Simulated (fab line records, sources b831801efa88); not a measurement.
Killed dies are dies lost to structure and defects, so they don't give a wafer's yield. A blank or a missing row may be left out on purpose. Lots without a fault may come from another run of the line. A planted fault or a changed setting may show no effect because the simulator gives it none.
Which tool did it? | flow gf180mcu | 13 lots, 39 wafers sampled, at 4 steps of a route of 602

WHAT THE GAUGES READ, wafer by wafer
GF_V3_THK_MEAS_01.
lot  | measured     | on            | V3_CVD_00_THK (nm)
L632 | day 21 02:52 | film_metro-04 | 609 592 601
L634 | day 22 02:11 | film_metro-04 | 605 596 610
L635 | day 22 12:29 | film_metro-02 | 613 597 612
L637 | day 23 06:25 | film_metro-02 | 603 597 604
L638 | day 23 16:34 | film_metro-03 | 613 602 609
L639 | day 23 23:13 | film_metro-04 | 593 600 593
L640 | day 24 07:14 | film_metro-04 | 595 599 604
L642 | day 25 00:35 | film_metro-03 | 595 592 592
L643 | day 25 09:53 | film_metro-03 | 608 606 612
L644 | day 25 17:01 | film_metro-04 | 614 600 601
L649 | day 27 10:18 | film_metro-02 | 611 606 602
L651 | day 27 21:50 | film_metro-02 | 607 602 611
L652 | day 28 03:25 | film_metro-03 | 605 603 603

GF_M4_CD_MEAS_14: target cd 280 nm.
lot  | measured     | on        | cd_nm (nm)
L632 | day 23 04:14 | cd_sem-02 | 279.2 280.3 279.5
L634 | day 24 02:11 | cd_sem-02 | 280.0 279.8 280.3
L635 | day 24 12:08 | cd_sem-02 | 279.0 279.7 279.0
L637 | day 25 05:13 | cd_sem-01 | 280.2 279.3 279.7
L638 | day 25 14:34 | cd_sem-02 | 279.9 279.4 279.9
L639 | day 25 21:22 | cd_sem-01 | 281.2 281.0 282.0
L640 | day 26 04:48 | cd_sem-02 | 280.7 278.9 280.6
L642 | day 26 20:55 | cd_sem-02 | 281.0 281.1 281.8
L643 | day 27 06:16 | cd_sem-01 | 278.8 280.1 280.3
L644 | day 27 11:56 | cd_sem-02 | 280.5 281.3 280.8
L649 | day 29 03:53 | cd_sem-02 | 278.5 280.0 279.5
L651 | day 29 14:28 | cd_sem-01 | 282.3 280.0 281.1
L652 | day 29 21:23 | cd_sem-02 | 279.5 280.1 280.8

WHICH TOOL RAN EACH LOT (tool, then ch and the chambers of the sampled wafers, then the start)
lot  | GF_M1_METAL_ETCH_16               | GF_M4_SPUTTER_02
L632 | rie_metal-02 ch 0,1, day 16 21:13 | pvd_sputter-02, day 22 04:59
L634 | rie_metal-03 ch 0,1, day 17 20:19 | pvd_sputter-01, day 23 03:28
L635 | rie_metal-02 ch 0,1, day 18 05:43 | pvd_sputter-01, day 23 13:14
L637 | rie_metal-03 ch 0, day 19 02:35   | pvd_sputter-01, day 24 07:07
L638 | rie_metal-03 ch 0, day 19 11:07   | pvd_sputter-01, day 24 16:53
L639 | rie_metal-04 ch 0,1, day 19 18:06 | pvd_sputter-04, day 24 23:53
L640 | rie_metal-03 ch 0,1, day 20 03:59 | pvd_sputter-04, day 25 06:57
L642 | rie_metal-03 ch 0,1, day 20 22:34 | pvd_sputter-04, day 26 00:08
L643 | rie_metal-04 ch 0,1, day 21 06:49 | pvd_sputter-01, day 26 09:47
L644 | rie_metal-02 ch 0,1, day 21 16:15 | pvd_sputter-04, day 26 16:30
L649 | rie_metal-03 ch 1, day 23 13:00   | pvd_sputter-01, day 28 08:03
L651 | rie_metal-04 ch 0,1, day 24 03:27 | pvd_sputter-01, day 28 19:25
L652 | rie_metal-03 ch 0,1, day 24 09:28 | pvd_sputter-02, day 29 01:34
- GF_M1_METAL_ETCH_16: etches the open film in Cl2/BCl3, stops on SiO2, target depth 627.5 nm, time 104.6 s.
- GF_M4_SPUTTER_02: material AlCu, target thk 450 nm, time 23.9 s.

WHAT THE TOOLS THEMSELVES READ (means of the sampled wafers that have a number; where no wafer has one, the mark that the record gives instead)
GF_M1_METAL_ETCH_16.
lot  | tool         | bias_w (W) | drypump_motor_current_A (A) | mfc_cl2_sccm (sccm) | oes_product_au (a.u.) | throttle_valve_pct (%)
L632 | rie_metal-02 | 140.1      | 5.3                         | 79.68               | 0.970                 | 28.246
L634 | rie_metal-03 | 139.9      | 5.8                         | 79.91               | 0.965                 | 28.258
L635 | rie_metal-02 | 140.3      | 5.8                         | 80.03               | 0.968                 | 28.254
L637 | rie_metal-03 | 139.5      | 5.6                         | 80.01               | 0.965                 | 28.256
L638 | rie_metal-03 | 139.6      | 5.6                         | 79.94               | 0.978                 | 28.238
L639 | rie_metal-04 | 139.6      | 5.9                         | 80.01               | 0.973                 | 28.254
L640 | rie_metal-03 | 140.3      | 5.8                         | 80.11               | 0.971                 | 28.250
L642 | rie_metal-03 | 140.0      | 5.8                         | 80.56               | 0.978                 | 28.242
L643 | rie_metal-04 | 139.9      | 6.1                         | 80.15               | 0.973                 | 28.247
L644 | rie_metal-02 | 139.4      | 5.8                         | 80.18               | 0.978                 | 28.249
L649 | rie_metal-03 | 139.4      | 5.9                         | 80.10               | 0.969                 | 28.254
L651 | rie_metal-04 | 139.8      | 5.9                         | 80.14               | 0.969                 | 28.245
L652 | rie_metal-03 | 140.0      | 5.8                         | 79.97               | 0.965                 | 28.244

GF_M4_SPUTTER_02.
lot  | tool           | throttle_valve_pct (%)
L632 | pvd_sputter-02 | 30.1
L634 | pvd_sputter-01 | 29.1
L635 | pvd_sputter-01 | 29.6
L637 | pvd_sputter-01 | 29.8
L638 | pvd_sputter-01 | 30.0
L639 | pvd_sputter-04 | 30.5
L640 | pvd_sputter-04 | 30.3
L642 | pvd_sputter-04 | 30.8
L643 | pvd_sputter-01 | 29.2
L644 | pvd_sputter-04 | 31.1
L649 | pvd_sputter-01 | 30.4
L651 | pvd_sputter-01 | 29.3
L652 | pvd_sputter-02 | 30.6

THE ANSWER, worked out from the rows above alone
Rule: what is usual is taken from the lots themselves. Put in order of their means at a reading, lots are off if they are a third of the lots or fewer, leave a main group of 4 or more, and stand apart from it by a gap of 3 or more times the standard deviation of the main group's means; of several such gaps the widest counts. A main group whose means are all the same, to the digits that the tables above print for the reading, isn't used. A lot without any number at a reading at which 4 lots or more have one is off too. The other lots that the step has rows for count as sound. The gauges are gone through in route order, then the tools' own readings, and for those a lot's mean is taken as printed above. The first step at which some lot is off is used, and at that step the reading that is off furthest; a lot without a number counts as furthest.
No lot is off at any reading shown: from this, nothing can be told.

WHAT THE SIMULATOR HAD PUT IN
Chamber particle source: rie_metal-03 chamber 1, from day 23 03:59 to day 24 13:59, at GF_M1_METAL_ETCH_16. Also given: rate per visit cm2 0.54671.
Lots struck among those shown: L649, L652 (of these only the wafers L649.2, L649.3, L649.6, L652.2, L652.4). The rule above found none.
